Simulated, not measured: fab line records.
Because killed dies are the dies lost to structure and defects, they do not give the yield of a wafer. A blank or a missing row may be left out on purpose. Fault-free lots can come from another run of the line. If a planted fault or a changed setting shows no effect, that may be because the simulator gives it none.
One fault seen from 2 desks -- flow gf180mcu -- only its own numbers are on each desk; what lay behind them is given at the end

## FOR THE TOOL OWNER'S DESK: rieDiel-02
The tool's own readings at GF_V3_ETCH_17 (etches SiO2 in C4F8/O2/Ar, stops on TiN, target depth 635 nm): means of the sampled wafers that have a number, for each lot that ran on this tool. A lot is out of limits, marked OUT, if its mean lies more than 4 standard deviations from the usual mean; the brackets give that distance.
Columns: A = chamberPressureMTorr at GF_V3_ETCH_17, usual 40.00 mTorr; B = oesProductAu at GF_V3_ETCH_17, usual 0.856 a.u.; C = rfFwdPowerW at GF_V3_ETCH_17, usual 1492 W
lot,first seen here,A,B,C
L362,day 23 12:00,40.02,0.856,1494
L363,day 24 00:00,40.00,0.857,1500
L364,day 24 09:00,40.00,0.858,1494
L369,day 25 23:00,39.99,0.854,1731 (+47) OUT
L373,day 27 16:00,39.98,0.856,1730 (+47) OUT
This desk finds L369, L373 out of limits, L369 being first, at day 25 23:00 (rfFwdPowerW at GF_V3_ETCH_17). L362, L363, L364: within limits.

## AT THE METROLOGY DESK
Means of the sampled wafers that have a number, per lot and without regard to the tool the lot ran on: this is what the gauges read. A lot is out of limits, marked OUT, if its mean lies more than 4 standard deviations from the usual mean; the brackets give that distance.
Columns: A = V3_CVD_00_THK at GF_V3_THK_MEAS_01, usual 573 nm
lot,first seen here,A
L360,day 21 19:35,573
L361,day 22 04:41,580
L362,day 22 12:53,566
L363,day 23 00:28,576
L364,day 23 10:14,573
L369,day 25 00:49,580
L373,day 26 19:04,571
L374,day 26 23:05,570
L375,day 27 01:11,572
L379,day 28 02:32,576
L378,day 28 04:38,571
L380,day 28 14:37,580
Result from this desk: across the 12 lots, nothing is out of limits.

## ALL TOGETHER
The tool owner's desk had the chance to raise an alarm at day 25 23:00 on L369, L373.
From the metrology desk's view, nothing was out of limits.
The metrology desk holds a record of L369, L373, inside its limits.
The lots listed all ran GF_V3_ETCH_17 on rieDiel-02.

## WHAT HAD BEEN PUT IN BY THE SIMULATOR
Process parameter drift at GF_V3_ETCH_17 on rieDiel-02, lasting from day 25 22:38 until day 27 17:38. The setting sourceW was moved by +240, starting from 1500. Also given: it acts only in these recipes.
Struck lots among those shown: L369, L373.
Delay in hours, fault start to first out-of-limits reading, by desk: the tool owner's desk at 0.
